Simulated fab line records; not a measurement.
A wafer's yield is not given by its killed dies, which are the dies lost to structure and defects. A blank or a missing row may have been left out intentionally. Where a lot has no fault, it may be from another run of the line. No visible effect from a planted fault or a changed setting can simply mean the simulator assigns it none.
Which of the tools did it? / flow gf180mcu / 13 lots with 39 wafers sampled at 2 steps, on a route of 602 steps

WHAT EACH GAUGE READ, for each wafer
GF_VT_IMPLANT_RS_MEAS_48: measurement is done with a four-point probe.
lot=L507; measured=day 7 09:56; on=filmMetro-01; LVPWELL_RS (ohm/sq)=1195 1192 1194
lot=L510; measured=day 8 07:01; on=filmMetro-01; LVPWELL_RS (ohm/sq)=1197 1198 1199
lot=L511; measured=day 8 16:35; on=filmMetro-03; LVPWELL_RS (ohm/sq)=1195 1199 1198
lot=L512; measured=day 8 20:24; on=filmMetro-01; LVPWELL_RS (ohm/sq)=1199 1196 1200
lot=L513; measured=day 9 04:15; on=filmMetro-01; LVPWELL_RS (ohm/sq)=1196 1199 1195
lot=L515; measured=day 9 16:07; on=filmMetro-04; LVPWELL_RS (ohm/sq)=1194 1193 1197
lot=L521; measured=day 11 13:23; on=filmMetro-04; LVPWELL_RS (ohm/sq)=1210 1205 1211
lot=L522; measured=day 11 18:17; on=filmMetro-04; LVPWELL_RS (ohm/sq)=1217 1217 1219
lot=L524; measured=day 12 11:21; on=filmMetro-01; LVPWELL_RS (ohm/sq)=1191 1193 1191
lot=L525; measured=day 12 15:02; on=filmMetro-03; LVPWELL_RS (ohm/sq)=1198 1201 1198
lot=L526; measured=day 12 21:22; on=filmMetro-04; LVPWELL_RS (ohm/sq)=1193 1191 1192
lot=L528; measured=day 13 10:30; on=filmMetro-03; LVPWELL_RS (ohm/sq)=1190 1190 1190
lot=L529; measured=day 13 16:02; on=filmMetro-04; LVPWELL_RS (ohm/sq)=1199 1194 1196

WHAT TOOL EACH LOT RAN ON (gives the tool, then ch and the chambers of the sampled wafers, and finally the start)
lot=L507; GF_LVPWELL_IMPLANT_09=implanter-01 ch 0, day 3 19:40
lot=L510; GF_LVPWELL_IMPLANT_09=implanter-02 ch 0, day 4 12:47
lot=L511; GF_LVPWELL_IMPLANT_09=implanter-02 ch 0, day 4 20:43
lot=L512; GF_LVPWELL_IMPLANT_09=implanter-01 ch 0, day 4 23:59
lot=L513; GF_LVPWELL_IMPLANT_09=implanter-02 ch 0, day 5 05:55
lot=L515; GF_LVPWELL_IMPLANT_09=implanter-02 ch 0, day 5 15:19
lot=L521; GF_LVPWELL_IMPLANT_09=implanter-02 ch 0, day 7 05:22
lot=L522; GF_LVPWELL_IMPLANT_09=implanter-02 ch 0, day 7 08:46
lot=L524; GF_LVPWELL_IMPLANT_09=implanter-01 ch 0, day 7 21:47
lot=L525; GF_LVPWELL_IMPLANT_09=implanter-03 ch 0, day 8 02:10
lot=L526; GF_LVPWELL_IMPLANT_09=implanter-01 ch 0, day 8 06:40
lot=L528; GF_LVPWELL_IMPLANT_09=implanter-03 ch 0, day 8 19:35
lot=L529; GF_LVPWELL_IMPLANT_09=implanter-03 ch 0, day 9 00:16
- GF_LVPWELL_IMPLANT_09

WHAT THE TOOLS THEMSELVES READ (means of the sampled wafers that have a number; where no wafer has one, the mark that the record gives instead)
The record holds no such reading with a usual standard deviation.

THE ANSWER, worked out from the rows above alone
Rule: the usual values come from the lots themselves. The widest of any qualifying gaps counts: lots, ordered by their means at a reading, are off when they make up no more than a third of the lots, leave a main group of 4 or more, and stand apart from it by 3 or more times the standard deviation of that group's means. The tables above print the reading to a certain number of digits; a main group whose means all agree to those digits is not used. A lot without any number at a reading at which 4 lots or more have one is off too. Where the step has rows for the other lots, those lots are counted as sound. After the gauges, taken in route order, come the tools' own readings; for these a lot's mean is taken, as printed above. At the first step where some lot is off, the reading lying furthest off is the one used; lots without a number count as furthest.
Off: at GF_VT_IMPLANT_RS_MEAS_48 (LVPWELL_RS), L521, L522. The main group has a mean of 1195 ohm/sq with a standard deviation of 2.9.
A tool fits if, at a process step before that reading, it ran every lot that is off, and no sound lot after the first of them. The gauges at GF_VT_IMPLANT_RS_MEAS_48 are tried like those tools. One candidate fits, namely implanter-02 at GF_LVPWELL_IMPLANT_09. A fault onset in the window from L515 (day 5 15:19, its last sound lot) to L521 (day 7 05:22, its first lot off) fits.

WHAT THE SIMULATOR HAD INSERTED
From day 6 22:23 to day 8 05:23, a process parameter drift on implanter-02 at GF_LVPWELL_IMPLANT_09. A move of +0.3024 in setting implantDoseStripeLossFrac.
Struck lots among those shown: L521, L522. The rule given above showed the same thing.
